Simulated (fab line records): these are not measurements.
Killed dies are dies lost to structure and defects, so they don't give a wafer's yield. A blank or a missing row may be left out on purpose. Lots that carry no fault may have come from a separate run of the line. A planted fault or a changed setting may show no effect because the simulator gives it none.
Which tool did it? + flow gf180mcu + route of 602 steps, sampled at 1 step: 15 lots, 45 wafers

WHAT EACH GAUGE READ, for each wafer
GF_V3_CD_MEAS_14 targets a cd of 260 nm.
| lot  | measured     | on        | cd nm (nm)        |
|------|--------------|-----------|-------------------|
| L666 | day 22 18:07 | cd sem-01 | 259.3 259.1 259.0 |
| L667 | day 23 08:45 | cd sem-01 | 261.4 261.2 261.9 |
| L669 | day 24 03:07 | cd sem-01 | 260.7 260.5 259.5 |
| L670 | day 24 13:01 | cd sem-02 | 261.9 260.8 261.1 |
| L671 | day 24 21:31 | cd sem-01 | 259.2 259.6 259.2 |
| L673 | day 25 06:06 | cd sem-01 | 258.5 258.0 258.9 |
| L674 | day 25 19:20 | cd sem-02 | 258.6 257.5 258.3 |
| L675 | day 26 00:35 | cd sem-01 | 260.8 260.3 261.2 |
| L680 | day 27 12:08 | cd sem-02 | 260.4 259.4 259.6 |
| L683 | day 28 08:46 | cd sem-01 | 260.4 260.3 260.3 |
| L684 | day 28 15:49 | cd sem-02 | 260.3 259.5 259.9 |
| L685 | day 29 01:22 | cd sem-01 | 259.2 260.9 259.7 |
| L686 | day 29 04:18 | cd sem-02 | 261.0 262.3 262.1 |
| L687 | day 29 07:23 | cd sem-01 | 257.7 256.9 257.9 |
| L688 | day 29 17:32 | cd sem-02 | 261.4 262.4 261.8 |

TOOL THAT RAN EACH LOT (tool first, then ch and the chambers of the sampled wafers, then the start)
There is no process step in the record ahead of these readings.

AS READ BY THE TOOLS THEMSELVES (means over the sampled wafers that have a number; for cases with no such wafer, the mark the record gives instead)
The record holds no such reading with a usual standard deviation.

THE ANSWER, worked out from the rows above alone
Rule: usual is defined by the lots themselves. Put in order of their means at a reading, lots are off if they are a third of the lots or fewer, leave a main group of 4 or more, and stand apart from it by a gap of 3 or more times the standard deviation of the main group's means; of several such gaps the widest counts. A main group is skipped when, at the precision printed for the reading in the tables above, its means are all equal. A lot without any number at a reading at which 4 lots or more have one is off too. Where the step has rows for the other lots, those lots are counted as sound. The gauges are gone through in route order, then the tools' own readings, and for those a lot's mean is taken as printed above. The first step at which some lot is off is used, and at that step the reading that is off furthest; a lot without a number counts as furthest.
None of the lots is off at any reading shown; this tells nothing.

WHAT THE SIMULATOR HAD INSERTED
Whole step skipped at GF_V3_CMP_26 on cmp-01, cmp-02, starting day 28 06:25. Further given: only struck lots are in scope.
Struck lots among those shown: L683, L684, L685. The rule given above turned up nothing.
